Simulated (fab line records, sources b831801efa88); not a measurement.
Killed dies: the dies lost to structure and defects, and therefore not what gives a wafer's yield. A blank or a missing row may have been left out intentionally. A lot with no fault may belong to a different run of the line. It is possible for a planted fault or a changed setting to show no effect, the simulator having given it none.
Problem report, 8D (eight disciplines) form, completed by code | flow gf180mcu | the parts of the form that need people (team, actions taken, sign-off) are left out

## 1. THE ISSUE
At GF_HV_LDD_STRIP_49, strip-time-to-endpoint-s averages 12.15 s over 6 wafers from 2 lots, while fault-free wafers read 12.63 s, standard deviation 0.035. That puts it -14 standard deviations away from the usual mean.
The step: strips in O2/N2.
First seen on wafer L182.2, day 14 15:21, on plasma-asher-03. The record holds 42 wafers of 14 lots with a number at this step. By rule, "out" or "out of limits" means more than 4 standard deviations away from the usual mean. The other wafers with a number count as sound.

## 2. WHAT THIS IS AND IS NOT
question                    | is                               | is not
which readings at this step | strip-time-to-endpoint-s         | drypump-motor-current-A, heater-power-w, oes-product-au
which lots                  | L182, L184                       | L175, L176, L185, L189, L190, L191, L192, L193, L194, L196, L197, L198
which wafers of those lots  | all that have a number           | -
read on which tools         | plasma-asher-01, plasma-asher-03 | plasma-asher-02
when                        | from day 14 15:21                | up to then (6 sound wafers); but 30 sound wafers of L185, L189, L190, L191, L192, L193, L194, L196, L197, L198 came after

## 3. SUSPECTS, AND WHAT RULES EACH OUT
Counting: a tool at a process step up to the reading stays a suspect if it ran every lot that is out and no sound lot after the first of them.
- litho-track-04 at GF_HV_LDD_COAT_41 (resist thk 1000 nm): ruled out as a lasting fault. The sound lots L194, L196, L197, L198 went through it after L182, its earliest lot that is out (day 14 04:32).
Left after counting: nothing in the record.

## 4. THE CAUSE (what the simulator had put in)
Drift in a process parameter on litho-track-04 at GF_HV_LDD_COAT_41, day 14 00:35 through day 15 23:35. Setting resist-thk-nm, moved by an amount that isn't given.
The count ruled it out by mistake, since the rule takes a fault to strike every lot its tool runs from the start of the fault on, and this one did not do so.

## 5. THE EFFECT CHAIN, in route order
Each row: a reading whose mean over the struck wafers that have a number lies more than 3 standard deviations from the usual. Scope: only readings with a usual standard deviation given in the record; hours: median across lots of the time from each lot's start at the first step in this table that gives one to its start at this step; sigmas: change in usual standard deviations.
hours | step               | reading                  | usual   | on struck wafers | change | sigmas
0     | GF_HV_LDD_STRIP_49 | strip-time-to-endpoint-s | 12.63 s | 12.15            | -0.48  | -14
The process steps in it:
- GF_HV_LDD_STRIP_49: strips in O2/N2.
Later steps that measure or inspect, where all struck wafers having a row at the step show a number for every such reading and not one has moved that far: GF_V2_RS_MEAS_24, GF_V3_CD_MEAS_14, GF_V4_CD_MEAS_14.

## 6. HOW IT WOULD HAVE BEEN CAUGHT EARLIER
In this record the first reading out of limits was taken at day 14 15:21, 15 hours after the fault began at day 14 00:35.
